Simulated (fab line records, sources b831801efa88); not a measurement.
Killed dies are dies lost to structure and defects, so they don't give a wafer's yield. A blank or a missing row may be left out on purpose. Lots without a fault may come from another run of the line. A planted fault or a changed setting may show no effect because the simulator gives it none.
Problem report in the 8D (eight disciplines) form, filled by code | flow sky130 | the parts of the form that need people (team, actions taken, sign-off) are left out

1. THE PROBLEM
killed_at_front_end at SKY_PAD_OPEN_PROBE_99 reads a mean of 264 on 2 wafers of 2 lots; wafers without a fault read 15 with a standard deviation of 4.4. That is +56 standard deviations from the usual mean.
First seen on wafer L126.5, day 48 07:25, on prober-02. The record holds 18 wafers of 6 lots with a number at this step. Rule for "out", or "out of limits": more than 4 standard deviations from the usual mean. The other wafers with a number count as sound.

2. WHAT IT IS AND WHAT IT IS NOT
question                    | is                                              | is not
which readings at this step | killed_at_front_end, killed_dies, killed_on_rim | killed_at_M0_to_M3, killed_at_M4_up, killed_at_other, killed_open
which lots                  | L126, L127                                      | L116, L118, L133, L135
which wafers of those lots  | L126.5, L127.4                                  | L126.2, L126.4, L127.2, L127.3
read on which tools         | prober-02                                       | prober-01
when                        | from day 48 07:25                               | up to then (8 sound wafers); but 8 sound wafers of L127, L133, L135 came after

3. SUSPECTS, AND WHAT RULES EACH OUT
Counting: a tool at a process step up to the reading stays a suspect if it ran every lot that is out. Sound lots after the first of them don't rule it out here, since some wafers of a struck lot are sound.
- rie_diel-04 at SKY_FIELD_ISO_ETCH_15 (etches the open film in CHF3/O2, stops on Si, target depth 180 nm, time 72 s): kept. It ran every lot that is out, first L126 (day 4 07:24).
- cmp-02 at SKY_FIELD_ISO_CMP_27 (polishes, stops on Si3N4, t overpolish 16 s, target thk 457.8 nm): kept. It ran every lot that is out, first L126 (day 4 14:03); its last sound lot up to then is L118 (day 2 20:31).
- prober-02 at SKY_PAD_OPEN_PROBE_99: kept. It ran every lot that is out, first L126 (day 48 07:16); its last sound lot up to then is L118 (day 45 20:37). Its own readings are out on those wafers: killed_at_front_end, killed_dies, killed_on_rim.
- Within rie_diel-04 at SKY_FIELD_ISO_ETCH_15: the wafers that are out ran in chamber 1; their sound lot-mates ran in chambers 0, 2, 3.
- Within cmp-02 at SKY_FIELD_ISO_CMP_27: the wafers that are out ran in chamber 0; their sound lot-mates ran in chambers 1, 2, 3.
Left after counting: rie_diel-04 at SKY_FIELD_ISO_ETCH_15, cmp-02 at SKY_FIELD_ISO_CMP_27, prober-02 at SKY_PAD_OPEN_PROBE_99.

4. THE CAUSE (what the simulator had put in)
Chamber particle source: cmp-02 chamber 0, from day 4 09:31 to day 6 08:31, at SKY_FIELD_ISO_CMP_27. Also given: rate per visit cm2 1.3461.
Counting left 3 suspects, and this tool is among them.

5. THE CHAIN OF EFFECTS, in route order
Each row: a reading whose mean over the struck wafers that have a number lies more than 3 standard deviations from the usual. Only readings for which the record gives a usual standard deviation are gone through. hours: the time from each lot's start at the first step in this table that gives one to its start at this step, as a median over the lots. sigmas: the change in usual standard deviations.
hours | step                  | reading             | usual | on struck wafers | change | sigmas
0     | SKY_PAD_OPEN_PROBE_99 | killed_at_front_end | 15    | 264              | +248   | +56
0     | SKY_PAD_OPEN_PROBE_99 | killed_dies         | 86    | 312              | +226   | +25
0     | SKY_PAD_OPEN_PROBE_99 | killed_on_rim       | 16    | 54               | +38    | +9.6
The process steps in it:
- SKY_PAD_OPEN_PROBE_99

6. WHAT WOULD HAVE CAUGHT IT SOONER
In this record the first reading out of limits was taken at day 48 07:25, 1054 hours after the fault began at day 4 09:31.
Of the tool readings at SKY_FIELD_ISO_CMP_27 for which the record gives a usual standard deviation, none was out on any struck wafer, so an alarm limit of 4 standard deviations on them would not have fired.
All the lots that are out (2) had begun SKY_FIELD_ISO_CMP_27 on cmp-02 by day 48 07:25. A hold on the tool at that time would have spared none of them.
